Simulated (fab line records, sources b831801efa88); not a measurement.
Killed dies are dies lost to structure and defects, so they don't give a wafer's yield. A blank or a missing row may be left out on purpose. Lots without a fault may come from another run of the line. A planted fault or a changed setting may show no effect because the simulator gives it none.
A struck lot beside a sound one | flow sky130 | 38 steps out of a route of 708
Sound: wafers L288.2, L288.4, L288.5. Struck: wafers L272.1, L272.3, L272.4. The cause comes at the end.
At each step with rows: each side's tool, then ch and its chambers, then its first start. Under that, the readings that differ: sound wafers | struck wafers | difference of the means | sigmas: that difference in standard deviations of wafers without a fault.
alike: readings whose means differ by less than 2 such deviations, and words and numbers that are the same on both sides. not compared: withheld readings, readings that some wafer has no value for, bounds like >300 that may hide the same value, and numbers for which the record gives no deviation and whose values overlap.
The two part at a step that has a row with sigmas, a row that says differs or no value, or rows on one side only. Numbers that don't overlap but have no deviation are shown without sigmas and don't part them. A reading that every wafer of one side lacks parts them only if that side has two wafers or more.

first, 10 steps without rows for these wafers: SKY_RES_PROTECT_DEHYDRATE_00 (time 60 s); SKY_RES_PROTECT_HMDS_01 (prime time 60 s); SKY_RES_PROTECT_COAT_02 (resist thk 1140 nm); SKY_RES_PROTECT_SOFTBAKE_03 (time 60 s); SKY_RES_PROTECT_EXPOSE_04 (exposes mask RPM, target cd 1270 nm); SKY_RES_PROTECT_PEB_05; SKY_RES_PROTECT_DEVELOP_06 (develop time 60 s); SKY_POLY_GATE_IMPLANT_02; SKY_RES_PROTECT_STRIP_07 (strips in O2/N2); SKY_RES_PROTECT_CLEAN_09 (cleans in SC1/SC2, time 150 s).
SKY_POLY_GATE_CVD_03: deposits Si3N4 from DCS/NH3, target thk 75 nm, time 1290 s.
  sound on lpcvd-02 ch 0, day 22 22:05; struck on lpcvd-02 ch 0, day 16 17:35
  reading                                     | sound             | struck            | difference | sigmas
  model.Si3N4_of_POLY_GATE_CVD_03.thk_nm (nm) | 75.06 76.19 75.78 | 135.3 134.1 134.5 | +59.0      |
  alike: spike_tc_lower_C, zone_power_bottom_pct, zone_power_lower_pct, zone_power_top_pct
SKY_POLY_GATE_THK_MEAS_04:
  sound on film_metro-01, day 22 23:27; struck on film_metro-04, day 16 18:56
  reading                   | sound          | struck            | difference | sigmas
  POLY_GATE_CVD_03_THK (nm) | 75.1 76.2 75.8 | 135.3 134.1 134.6 | +59.0      | +87
then, 9 steps without rows for these wafers: SKY_POLY_GATE_DEHYDRATE_05 (time 60 s); SKY_POLY_GATE_HMDS_06 (prime time 60 s); SKY_POLY_GATE_COAT_07 (resist thk 110 nm); SKY_POLY_GATE_COAT_08 (resist thk 450 nm); SKY_POLY_GATE_SOFTBAKE_09 (time 90 s); SKY_POLY_GATE_EXPOSE_10 (exposes mask P1M, target cd 150 nm); SKY_POLY_GATE_PEB_11; SKY_POLY_GATE_DEVELOP_12 (develop time 60 s); SKY_POLY_GATE_ETCH_15 (etches BARC in N2/H2, stops on SiO2, time 118.5 s, target depth 110 nm).
SKY_POLY_GATE_ETCH_16: etches Si3N4 in CH3F/O2, stops on poly-Si, time 147.5 s, target depth 75 nm.
  sound on rie_diel-04 ch 0,1,3, day 24 05:49; struck on rie_diel-03 ch 0,1,3, day 17 23:34
  reading                  | sound                | struck               | difference | sigmas
  oes_product_au (a.u.)    | 0.635 0.643 0.653    | 0.851 0.845 0.843    | +0.203     | +36
  throttle_valve_pct (%)   | 10.544 10.526 10.530 | 10.553 10.582 10.576 | +0.037     | +4
  model.etch.depth_nm (nm) | 75.06 76.19 75.78    | 135.3 134.1 134.5    | +59.0      |
  alike: drypump_motor_current_A
  not compared: rf_hours_counter_h
then, 13 steps without rows for these wafers: SKY_POLY_GATE_ETCH_17 (etches poly-Si in HBr/Cl2, stops on SiO2, target depth 180 nm, time 70.5 s); SKY_POLY_GATE_STRIP_18 (strips in O2/N2); SKY_POLY_GATE_CLEAN_19 (cleans in SC1/SC2, time 150 s); SKY_POLY_GATE_OXIDATION_20 (stabilise 600 s, purge 300 s, target thk 4 nm); SKY_LDD_N_DEHYDRATE_00 (time 60 s); SKY_LDD_N_HMDS_01 (prime time 60 s); SKY_LDD_N_COAT_02 (resist thk 300 nm); SKY_LDD_N_SOFTBAKE_03 (time 60 s); SKY_LDD_N_EXPOSE_04 (exposes mask NTM, target cd 840 nm); SKY_LDD_N_PEB_05; SKY_LDD_N_DEVELOP_06 (develop time 60 s); SKY_LDD_N_IMPLANT_08; SKY_LDD_N_IMPLANT_09.
-- the record jumps here: 7 days lie between the struck wafers' starts before and after (it left off in module LDD_N and takes up again in module LDD_LDN, whose first step shown is number 303 of the route) --
SKY_LDD_LDN_CLEAN_14: cleans in SC1/SC2, time 150 s.
  sound on wet_bench-02 ch 2, day 30 13:28; struck on wet_bench-04 ch 2, day 24 16:22
  reading                                     | sound             | struck            | difference | sigmas
  model.Si3N4_of_POLY_GATE_CVD_03.thk_nm (nm) | 74.93 76.06 75.64 | 135.2 133.9 134.4 | +59.0      |
  alike: bath_guard_temp_C
SKY_POLY_CUT_ETCH_11: etches Si3N4 in CF4/CH2F2/Ar, stops on poly-Si, time 42.5 s, target depth 60 nm.
  sound on rie_diel-01 ch 2,3, day 31 16:20; struck on rie_diel-03 ch 1,3, day 25 23:34
  reading                              | sound                | struck               | difference | sigmas
  drypump_motor_current_A (A)          | 6.0 6.2 6.0          | 4.9 5.9 4.9          | -0.8       | -2
  oes_product_au (a.u.)                | 0.836 0.847 0.832    | 0.993 0.995 0.997    | +0.157     | +23
  throttle_valve_pct (%)               | 14.989 14.986 14.996 | 15.017 15.014 15.012 | +0.024     | +3
  model.POLY_CUT.feature_depth_nm (nm) | 62.45 63.03 62.56    | 84.42 85.35 84.34    | +22.02     |
  model.etch.depth_nm (nm)             | 62.45 63.03 62.56    | 84.42 85.35 84.34    | +22.02     |
  not compared: rf_hours_counter_h
-- the record jumps here: 21 days lie between the struck wafers' starts before and after (it left off in module POLY_CUT and takes up again in module PAD_OPEN, whose first step shown is number 708 of the route) --
SKY_PAD_OPEN_PROBE_99:
  sound on prober-02, day 50 16:19; struck on prober-02, day 46 22:13
  reading             | sound     | struck      | difference | sigmas
  killed_at_front_end | 10 18 23  | 429 428 411 | +406       | +92
  killed_dies         | 98 100 89 | 492 492 492 | +396       | +42
  killed_on_rim       | 12 18 16  | 96 96 96    | +81        | +22
  alike: killed_at_M0_to_M3, killed_at_M4_up, killed_at_contacts, killed_at_other, killed_open, killed_short

WHERE THEY PART
First at SKY_POLY_GATE_THK_MEAS_04; last, within this record, at SKY_PAD_OPEN_PROBE_99.

WHY: what the simulator had put in
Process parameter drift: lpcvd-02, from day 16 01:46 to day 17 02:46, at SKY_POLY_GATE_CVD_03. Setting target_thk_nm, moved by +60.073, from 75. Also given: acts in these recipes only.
